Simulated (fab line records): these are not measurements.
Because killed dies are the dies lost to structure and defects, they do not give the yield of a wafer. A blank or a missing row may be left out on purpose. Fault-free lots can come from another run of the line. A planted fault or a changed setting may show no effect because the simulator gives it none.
What tool caused it? || flow sky130 || 13 lots, 39 wafers sampled, at 5 steps of a route of 708

WHAT THE GAUGES SHOWED, per wafer
SKY_VT_ADJUST_LVTN_TW_MEAS_10. Usual: VT_ADJUST_LVTN_TW gives 243.9 (standard deviation 2.2).
{"lot": "L552", "measured": "day 6 21:24", "on": "film_metro-04", "VT_ADJUST_LVTN_TW": "246.2 247.3 246.3", "flag": ""}
{"lot": "L553", "measured": "day 7 01:32", "on": "film_metro-01", "VT_ADJUST_LVTN_TW": "241.9 241.8 241.6", "flag": ""}
{"lot": "L554", "measured": "day 7 12:08", "on": "film_metro-04", "VT_ADJUST_LVTN_TW": "246.5 245.4 245.3", "flag": ""}
{"lot": "L556", "measured": "day 8 06:53", "on": "film_metro-01", "VT_ADJUST_LVTN_TW": "242.7 243.1 243.4", "flag": ""}
{"lot": "L557", "measured": "day 8 07:14", "on": "film_metro-02", "VT_ADJUST_LVTN_TW": "239.4 241.9 240.5", "flag": ""}
{"lot": "L561", "measured": "day 9 11:07", "on": "film_metro-04", "VT_ADJUST_LVTN_TW": "244.1 245.8 243.4", "flag": ""}
{"lot": "L562", "measured": "day 9 14:49", "on": "film_metro-04", "VT_ADJUST_LVTN_TW": "244.7 244.6 244.6", "flag": ""}
{"lot": "L565", "measured": "day 10 09:26", "on": "film_metro-01", "VT_ADJUST_LVTN_TW": "242.8 242.9 242.5", "flag": ""}
{"lot": "L566", "measured": "day 10 11:58", "on": "film_metro-04", "VT_ADJUST_LVTN_TW": "245.7 247.2 246.4", "flag": ""}
{"lot": "L568", "measured": "day 12 04:09", "on": "film_metro-02", "VT_ADJUST_LVTN_TW": "242.3 240.1 242.3", "flag": ""}
{"lot": "L572", "measured": "day 12 12:06", "on": "film_metro-01", "VT_ADJUST_LVTN_TW": "243.3 243.6 241.8", "flag": ""}
{"lot": "L574", "measured": "day 12 20:28", "on": "film_metro-04", "VT_ADJUST_LVTN_TW": "247.2 246.5 245.9", "flag": ""}
{"lot": "L575", "measured": "day 13 11:56", "on": "film_metro-01", "VT_ADJUST_LVTN_TW": "243.1 241.6 242.0", "flag": ""}

SKY_VT_ADJUST_HVTR_CD_MEAS_07: target cd 380 nm. Usual: cd_nm 379.7 nm, standard deviation 2.4.
{"lot": "L552", "measured": "day 9 11:11", "on": "cd_sem-01", "cd_nm (nm)": "377.2 381.8 376.2", "flag": ""}
{"lot": "L553", "measured": "day 9 12:30", "on": "cd_sem-02", "cd_nm (nm)": "380.6 381.3 381.6", "flag": ""}
{"lot": "L554", "measured": "day 10 03:36", "on": "cd_sem-01", "cd_nm (nm)": "378.3 376.5 372.4", "flag": ""}
{"lot": "L556", "measured": "day 11 01:41", "on": "cd_sem-01", "cd_nm (nm)": "384.0 381.9 383.8", "flag": ""}
{"lot": "L557", "measured": "day 11 02:04", "on": "cd_sem-01", "cd_nm (nm)": "378.1 375.7 377.3", "flag": ""}
{"lot": "L561", "measured": "day 12 09:11", "on": "cd_sem-01", "cd_nm (nm)": "383.1 380.9 382.9", "flag": ""}
{"lot": "L562", "measured": "day 12 13:00", "on": "cd_sem-02", "cd_nm (nm)": "381.5 379.0 380.9", "flag": ""}
{"lot": "L565", "measured": "day 13 08:58", "on": "cd_sem-01", "cd_nm (nm)": "382.4 381.2 380.5", "flag": ""}
{"lot": "L566", "measured": "day 13 12:58", "on": "cd_sem-02", "cd_nm (nm)": "377.3 376.1 377.6", "flag": ""}
{"lot": "L568", "measured": "day 15 08:02", "on": "cd_sem-02", "cd_nm (nm)": "380.4 380.2 379.9", "flag": ""}
{"lot": "L572", "measured": "day 15 17:23", "on": "cd_sem-02", "cd_nm (nm)": "381.5 380.8 381.5", "flag": ""}
{"lot": "L574", "measured": "day 16 03:55", "on": "cd_sem-01", "cd_nm (nm)": "381.6 381.7 382.9", "flag": ""}
{"lot": "L575", "measured": "day 16 20:04", "on": "cd_sem-01", "cd_nm (nm)": "380.0 381.5 378.8", "flag": ""}

SKY_SONOS_TUNNEL_CD_MEAS_07: target cd 410 nm. Usual: cd_nm 410.1 nm, standard deviation 2.1.
{"lot": "L552", "measured": "day 11 08:59", "on": "cd_sem-01", "cd_nm (nm)": "413.3 413.4 414.5", "flag": ""}
{"lot": "L553", "measured": "day 11 09:47", "on": "cd_sem-01", "cd_nm (nm)": "410.6 409.9 409.9", "flag": ""}
{"lot": "L554", "measured": "day 12 03:11", "on": "cd_sem-01", "cd_nm (nm)": "409.1 409.1 409.2", "flag": ""}
{"lot": "L556", "measured": "day 13 02:05", "on": "cd_sem-01", "cd_nm (nm)": "409.9 406.8 408.3", "flag": ""}
{"lot": "L557", "measured": "day 13 02:23", "on": "cd_sem-02", "cd_nm (nm)": "406.5 407.9 410.7", "flag": ""}
{"lot": "L561", "measured": "day 14 11:53", "on": "cd_sem-01", "cd_nm (nm)": "283.3 281.6 282.3 283.4 281.8 282.5", "flag": "OFF"}
{"lot": "L562", "measured": "day 14 16:51", "on": "cd_sem-01", "cd_nm (nm)": "282.8 286.2 286.3 282.9 286.1 286.8", "flag": "OFF"}
{"lot": "L565", "measured": "day 15 13:49", "on": "cd_sem-01", "cd_nm (nm)": "325.8 324.8 323.1 325.6 325.0 323.1", "flag": "OFF"}
{"lot": "L566", "measured": "day 15 19:32", "on": "cd_sem-01", "cd_nm (nm)": "326.6 326.0 326.8 326.8 326.2 326.4", "flag": "OFF"}
{"lot": "L568", "measured": "day 17 15:22", "on": "cd_sem-01", "cd_nm (nm)": "413.8 414.0 412.6", "flag": ""}
{"lot": "L572", "measured": "day 18 02:20", "on": "cd_sem-01", "cd_nm (nm)": "409.8 409.9 407.5", "flag": ""}
{"lot": "L574", "measured": "day 18 13:23", "on": "cd_sem-02", "cd_nm (nm)": "409.9 409.8 409.1", "flag": ""}
{"lot": "L575", "measured": "day 19 07:02", "on": "cd_sem-02", "cd_nm (nm)": "408.4 408.8 409.2", "flag": ""}

TOOL THAT RAN EACH LOT (tool first, then ch and the chambers of the sampled wafers, then the start)
{"lot": "L552", "SKY_VT_ADJUST_PCH_STRIP_09": "plasma_asher-02 ch 0,1, day 10 09:43", "SKY_SONOS_TUNNEL_EXPOSE_04": "iline_stepper-01 ch 0, day 10 21:08"}
{"lot": "L553", "SKY_VT_ADJUST_PCH_STRIP_09": "plasma_asher-02 ch 0, day 10 11:08", "SKY_SONOS_TUNNEL_EXPOSE_04": "iline_stepper-02 ch 0, day 10 22:40"}
{"lot": "L554", "SKY_VT_ADJUST_PCH_STRIP_09": "plasma_asher-02 ch 0,1, day 11 03:23", "SKY_SONOS_TUNNEL_EXPOSE_04": "iline_stepper-01 ch 0, day 11 15:07"}
{"lot": "L556", "SKY_VT_ADJUST_PCH_STRIP_09": "plasma_asher-02 ch 0,1, day 12 01:38", "SKY_SONOS_TUNNEL_EXPOSE_04": "iline_stepper-01 ch 0, day 12 13:55"}
{"lot": "L557", "SKY_VT_ADJUST_PCH_STRIP_09": "plasma_asher-01 ch 0,1, day 12 01:59", "SKY_SONOS_TUNNEL_EXPOSE_04": "iline_stepper-02 ch 0, day 12 14:22"}
{"lot": "L561", "SKY_VT_ADJUST_PCH_STRIP_09": "plasma_asher-03 ch 0,1, day 13 10:08", "SKY_SONOS_TUNNEL_EXPOSE_04": "iline_stepper-02 ch 0, day 13 23:16"}
{"lot": "L562", "SKY_VT_ADJUST_PCH_STRIP_09": "plasma_asher-01 ch 0, day 13 14:49", "SKY_SONOS_TUNNEL_EXPOSE_04": "iline_stepper-02 ch 0, day 14 03:35"}
{"lot": "L565", "SKY_VT_ADJUST_PCH_STRIP_09": "plasma_asher-03 ch 0,1, day 14 10:32", "SKY_SONOS_TUNNEL_EXPOSE_04": "iline_stepper-02 ch 0, day 15 00:17"}
{"lot": "L566", "SKY_VT_ADJUST_PCH_STRIP_09": "plasma_asher-01 ch 0,1, day 14 15:52", "SKY_SONOS_TUNNEL_EXPOSE_04": "iline_stepper-02 ch 0, day 15 05:49"}
{"lot": "L568", "SKY_VT_ADJUST_PCH_STRIP_09": "plasma_asher-01 ch 0,1, day 16 12:23", "SKY_SONOS_TUNNEL_EXPOSE_04": "iline_stepper-01 ch 0, day 17 02:41"}
{"lot": "L572", "SKY_VT_ADJUST_PCH_STRIP_09": "plasma_asher-02 ch 0,1, day 16 21:07", "SKY_SONOS_TUNNEL_EXPOSE_04": "iline_stepper-01 ch 0, day 17 11:43"}
{"lot": "L574", "SKY_VT_ADJUST_PCH_STRIP_09": "plasma_asher-02 ch 0,1, day 17 08:23", "SKY_SONOS_TUNNEL_EXPOSE_04": "iline_stepper-01 ch 0, day 17 21:43"}
{"lot": "L575", "SKY_VT_ADJUST_PCH_STRIP_09": "plasma_asher-01 ch 0,1, day 18 00:47", "SKY_SONOS_TUNNEL_EXPOSE_04": "iline_stepper-01 ch 0, day 18 16:09"}
- SKY_VT_ADJUST_PCH_STRIP_09: strips in O2/N2.
- SKY_SONOS_TUNNEL_EXPOSE_04: exposes mask TUNM, target cd 410 nm.

WHAT THE TOOLS THEMSELVES READ (means of the sampled wafers that have a number; where no wafer has one, the mark that the record gives instead)
SKY_VT_ADJUST_PCH_STRIP_09. Usual: drypump_motor_current_A 5.6 A, standard deviation 0.4; oes_product_au 0.722 a.u., standard deviation 0.005; strip_time_to_endpoint_s 36.92 s, standard deviation 0.1.
{"lot": "L552", "tool": "plasma_asher-02", "drypump_motor_current_A (A)": 5.1, "oes_product_au (a.u.)": 0.726, "strip_time_to_endpoint_s (s)": 36.81, "flag": ""}
{"lot": "L553", "tool": "plasma_asher-02", "drypump_motor_current_A (A)": 5.2, "oes_product_au (a.u.)": 0.724, "strip_time_to_endpoint_s (s)": 36.92, "flag": ""}
{"lot": "L554", "tool": "plasma_asher-02", "drypump_motor_current_A (A)": 5.1, "oes_product_au (a.u.)": 0.730, "strip_time_to_endpoint_s (s)": 36.83, "flag": ""}
{"lot": "L556", "tool": "plasma_asher-02", "drypump_motor_current_A (A)": 5.1, "oes_product_au (a.u.)": 0.716, "strip_time_to_endpoint_s (s)": 36.82, "flag": ""}
{"lot": "L557", "tool": "plasma_asher-01", "drypump_motor_current_A (A)": 5.7, "oes_product_au (a.u.)": 0.725, "strip_time_to_endpoint_s (s)": 36.80, "flag": ""}
{"lot": "L561", "tool": "plasma_asher-03", "drypump_motor_current_A (A)": 6.0, "oes_product_au (a.u.)": 0.719, "strip_time_to_endpoint_s (s)": 36.96, "flag": ""}
{"lot": "L562", "tool": "plasma_asher-01", "drypump_motor_current_A (A)": 5.8, "oes_product_au (a.u.)": 0.724, "strip_time_to_endpoint_s (s)": 36.85, "flag": ""}
{"lot": "L565", "tool": "plasma_asher-03", "drypump_motor_current_A (A)": 6.0, "oes_product_au (a.u.)": 0.719, "strip_time_to_endpoint_s (s)": 37.07, "flag": ""}
{"lot": "L566", "tool": "plasma_asher-01", "drypump_motor_current_A (A)": 5.7, "oes_product_au (a.u.)": 0.722, "strip_time_to_endpoint_s (s)": 36.95, "flag": ""}
{"lot": "L568", "tool": "plasma_asher-01", "drypump_motor_current_A (A)": 5.8, "oes_product_au (a.u.)": 0.724, "strip_time_to_endpoint_s (s)": 37.05, "flag": ""}
{"lot": "L572", "tool": "plasma_asher-02", "drypump_motor_current_A (A)": 5.1, "oes_product_au (a.u.)": 0.718, "strip_time_to_endpoint_s (s)": 36.89, "flag": ""}
{"lot": "L574", "tool": "plasma_asher-02", "drypump_motor_current_A (A)": 5.1, "oes_product_au (a.u.)": 0.724, "strip_time_to_endpoint_s (s)": 36.89, "flag": ""}
{"lot": "L575", "tool": "plasma_asher-01", "drypump_motor_current_A (A)": 5.7, "oes_product_au (a.u.)": 0.724, "strip_time_to_endpoint_s (s)": 37.02, "flag": ""}

SKY_SONOS_TUNNEL_EXPOSE_04. Usual: exposure_dose_mJ_cm2 135.93, standard deviation 0.13.
{"lot": "L552", "tool": "iline_stepper-01", "exposure_dose_mJ_cm2": 135.88, "flag": ""}
{"lot": "L553", "tool": "iline_stepper-02", "exposure_dose_mJ_cm2": 135.89, "flag": ""}
{"lot": "L554", "tool": "iline_stepper-01", "exposure_dose_mJ_cm2": 135.87, "flag": ""}
{"lot": "L556", "tool": "iline_stepper-01", "exposure_dose_mJ_cm2": 136.00, "flag": ""}
{"lot": "L557", "tool": "iline_stepper-02", "exposure_dose_mJ_cm2": 136.03, "flag": ""}
{"lot": "L561", "tool": "iline_stepper-02", "exposure_dose_mJ_cm2": 87.50, "flag": "OFF"}
{"lot": "L562", "tool": "iline_stepper-02", "exposure_dose_mJ_cm2": 87.55, "flag": "OFF"}
{"lot": "L565", "tool": "iline_stepper-02", "exposure_dose_mJ_cm2": 101.21, "flag": "OFF"}
{"lot": "L566", "tool": "iline_stepper-02", "exposure_dose_mJ_cm2": 101.28, "flag": "OFF"}
{"lot": "L568", "tool": "iline_stepper-01", "exposure_dose_mJ_cm2": 135.89, "flag": ""}
{"lot": "L572", "tool": "iline_stepper-01", "exposure_dose_mJ_cm2": 136.04, "flag": ""}
{"lot": "L574", "tool": "iline_stepper-01", "exposure_dose_mJ_cm2": 135.93, "flag": ""}
{"lot": "L575", "tool": "iline_stepper-01", "exposure_dose_mJ_cm2": 136.09, "flag": ""}

THE ANSWER, worked out from the rows above alone
Rule: a lot is off if the mean of its wafers that have a number lies more than 3 standard deviations from the usual mean. Also off: a lot with no number at a reading for which 4 or more lots have one. Any other lot the step has rows for is counted as sound. The gauges are gone through in route order, then the tools' own readings, and for those a lot's mean is taken as printed above. At the first step where some lot is off, the reading lying furthest off is the one used; lots without a number count as furthest.
Off: L561, L562, L565, L566, at SKY_SONOS_TUNNEL_CD_MEAS_07 (cd_nm).
A tool fits if, at a process step before that reading, it ran every lot that is off, and no sound lot after the first of them. Not tried: the gauges at SKY_SONOS_TUNNEL_CD_MEAS_07; whatever is off there is also off at SKY_SONOS_TUNNEL_EXPOSE_04, on other tools, and gauge error can't account for it. One fits: iline_stepper-02 at SKY_SONOS_TUNNEL_EXPOSE_04. A fault onset in the window from L557 (day 12 14:22, its last sound lot) to L561 (day 13 23:16, its first lot off) fits.
On the lots that are off, the tool's own readings at SKY_SONOS_TUNNEL_EXPOSE_04 differ by more than 5 times the standard deviation of the sound lots' means, which bears it out; exposure_dose_mJ_cm2 reads 94.38 there versus 135.96 on the sound lots.

WHAT HAD BEEN PUT IN BY THE SIMULATOR
Process parameter drift: iline_stepper-02, from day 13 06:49 on, at SKY_SONOS_TUNNEL_EXPOSE_04. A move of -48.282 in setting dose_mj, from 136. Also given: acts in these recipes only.
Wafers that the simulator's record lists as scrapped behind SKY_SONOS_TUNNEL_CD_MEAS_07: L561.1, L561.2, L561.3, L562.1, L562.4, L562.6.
Struck lots among those shown: L561, L562, L565, L566. Same finding as the rule above.
